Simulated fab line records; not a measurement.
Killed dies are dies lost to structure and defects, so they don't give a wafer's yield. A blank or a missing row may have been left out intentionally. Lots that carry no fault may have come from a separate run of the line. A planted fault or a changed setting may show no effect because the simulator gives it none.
Which tool was responsible? ; flow gf180mcu ; Sampling: 13 lots, 39 wafers, 2 of 602 route steps

WHAT THE GAUGES READ, wafer by wafer
GF_M4_OVL_MEAS_15. Usual: M4_OVL gives -1 nm (standard deviation 6.1).
lot;measured;on;M4_OVL (nm);flag
L414;day 24 05:14;overlay-01;-7 -7 -9;
L415;day 24 08:02;overlay-02;-5 -7 -9;
L413;day 24 10:29;overlay-02;7 9 4;
L416;day 25 01:18;overlay-02;-5 -5 -7;
L420;day 25 20:17;overlay-02;-8 -14 -10;
L419;day 25 21:05;overlay-02;-1 0 -3;
L423;day 27 00:48;overlay-02;-1 2 -3;
L427;day 28 06:59;overlay-01;5 3 7;
L428;day 28 19:19;overlay-01;-3 -7 0;
L430;day 29 04:30;overlay-02;-2 0 -2;
L432;day 29 19:48;overlay-01;2 5 5;
L433;day 29 21:32;overlay-01;7 4 10;
L435;day 30 09:59;overlay-02;-1 -3 -1;

TOOL THAT RAN EACH LOT (tool first, then ch and the chambers of the sampled wafers, then the start)
lot;GF_V2_SPUTTER_22
L414;pvd sputter-04, day 21 04:35
L415;pvd sputter-02, day 21 07:09
L413;pvd sputter-01, day 21 10:34
L416;pvd sputter-02, day 22 02:44
L420;pvd sputter-04, day 22 22:47
L419;pvd sputter-02, day 23 00:07
L423;pvd sputter-01, day 24 05:50
L427;pvd sputter-04, day 25 13:49
L428;pvd sputter-04, day 26 02:26
L430;pvd sputter-02, day 26 13:19
L432;pvd sputter-02, day 27 05:25
L433;pvd sputter-01, day 27 06:59
L435;pvd sputter-01, day 27 20:42
- GF_V2_SPUTTER_22: material TiN, target thk 10 nm, time 40 s.

AS READ BY THE TOOLS THEMSELVES (means over the sampled wafers that have a number; for cases with no such wafer, the mark the record gives instead)
GF_V2_SPUTTER_22. Usual: cathode dc power W 4000.1 W, standard deviation 0.78; throttle valve pct 30.0 %, standard deviation 1.2.
lot;tool;cathode dc power W (W);throttle valve pct (%);flag
L414;pvd sputter-04;3999.9;29.0;
L415;pvd sputter-02;4000.2;30.6;
L413;pvd sputter-01;4000.0;29.3;
L416;pvd sputter-02;4001.0;29.6;
L420;pvd sputter-04;4000.3;29.1;
L419;pvd sputter-02;3999.7;29.7;
L423;pvd sputter-01;4000.3;30.0;
L427;pvd sputter-04;4001.4;28.8;
L428;pvd sputter-04;4000.5;29.1;
L430;pvd sputter-02;3999.6;31.2;
L432;pvd sputter-02;3999.4;30.7;
L433;pvd sputter-01;3999.9;31.0;
L435;pvd sputter-01;4000.2;30.7;

THE ANSWER, worked out from the rows above alone
Rule: a lot is off if the mean of its wafers that have a number lies more than 3 standard deviations from the usual mean. A lot without any number at a reading at which 4 lots or more have one is off too. Where the step has rows for the other lots, those lots are counted as sound. The gauges are gone through in route order, then the tools' own readings, and for those a lot's mean is taken as printed above. At the first step where some lot is off, the reading lying furthest off is the one used; lots without a number count as furthest.
Across all readings shown, no lot is off: no conclusion can be drawn from this.

WHAT WAS PUT IN BY THE SIMULATOR
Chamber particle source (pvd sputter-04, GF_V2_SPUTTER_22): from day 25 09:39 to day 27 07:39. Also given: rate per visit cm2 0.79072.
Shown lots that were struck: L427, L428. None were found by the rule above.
